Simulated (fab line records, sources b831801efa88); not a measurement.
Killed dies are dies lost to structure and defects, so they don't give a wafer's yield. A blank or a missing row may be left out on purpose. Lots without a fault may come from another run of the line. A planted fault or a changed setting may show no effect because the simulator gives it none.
A struck lot beside a sound one | flow sky130 | 14 steps out of a route of 708
Sound: wafers L301.1, L301.2, L301.3. Struck: wafers L307.2, L307.3, L307.5. The cause comes at the end.
At each step with rows: each side's tool, then ch and its chambers, then its first start. Under that, the readings that differ: sound wafers | struck wafers | difference of the means | sigmas: that difference in standard deviations of wafers without a fault.
alike: readings whose means differ by less than 2 such deviations, and words and numbers that are the same on both sides. not compared: withheld readings, readings that some wafer has no value for, bounds like >300 that may hide the same value, and numbers for which the record gives no deviation and whose values overlap.
The two part at a step that has a row with sigmas, a row that says differs or no value, or rows on one side only. Numbers that don't overlap but have no deviation are shown without sigmas and don't part them. A reading that every wafer of one side lacks parts them only if that side has two wafers or more.

first, 2 steps without rows for these wafers: SKY_RES_PROTECT_DEVELOP_06 (develop time 60 s); SKY_POLY_GATE_IMPLANT_02.
SKY_RES_PROTECT_STRIP_07: strips in O2/N2.
  sound on plasma_asher-02 ch 0,1, day 15 02:15; struck on plasma_asher-04 ch 0,1, day 17 11:39
  alike: drypump_motor_current_A, oes_product_au, strip_time_to_endpoint_s
  not compared: rf_hours_counter_h
SKY_RES_PROTECT_TW_MEAS_08:
  sound on film_metro-01, day 15 02:21; struck on film_metro-02, day 17 11:46
  alike: POLY_GATE_TW
then, 2 steps without rows for these wafers: SKY_RES_PROTECT_CLEAN_09 (cleans in SC1/SC2, time 150 s); SKY_POLY_GATE_CVD_03 (deposits Si3N4 from DCS/NH3, target thk 75 nm, time 1290 s).
SKY_POLY_GATE_THK_MEAS_04:
  sound on film_metro-01, day 15 03:50; struck on film_metro-01, day 17 14:51
  alike: POLY_GATE_CVD_03_THK
then, 5 steps without rows for these wafers: SKY_POLY_GATE_DEHYDRATE_05 (time 60 s); SKY_POLY_GATE_HMDS_06 (prime time 60 s); SKY_POLY_GATE_COAT_07 (resist thk 110 nm); SKY_POLY_GATE_COAT_08 (resist thk 450 nm); SKY_POLY_GATE_SOFTBAKE_09 (time 90 s).
SKY_POLY_GATE_EXPOSE_10: exposes mask P1M, target cd 150 nm.
  sound on krf_scanner-01 ch 0, day 15 18:29; struck on krf_scanner-01, day 18 05:54
  no value came back on the struck wafers for exposure_dose_mJ_cm2, focus_offset_nm (nm); on the sound wafers exposure_dose_mJ_cm2 reads 27.979 27.963 27.964
  alike: mask
then, 1 step without rows for these wafers: SKY_POLY_GATE_PEB_11.

WHERE THEY PART
Only at SKY_POLY_GATE_EXPOSE_10, within this record.

WHY: what the simulator had put in
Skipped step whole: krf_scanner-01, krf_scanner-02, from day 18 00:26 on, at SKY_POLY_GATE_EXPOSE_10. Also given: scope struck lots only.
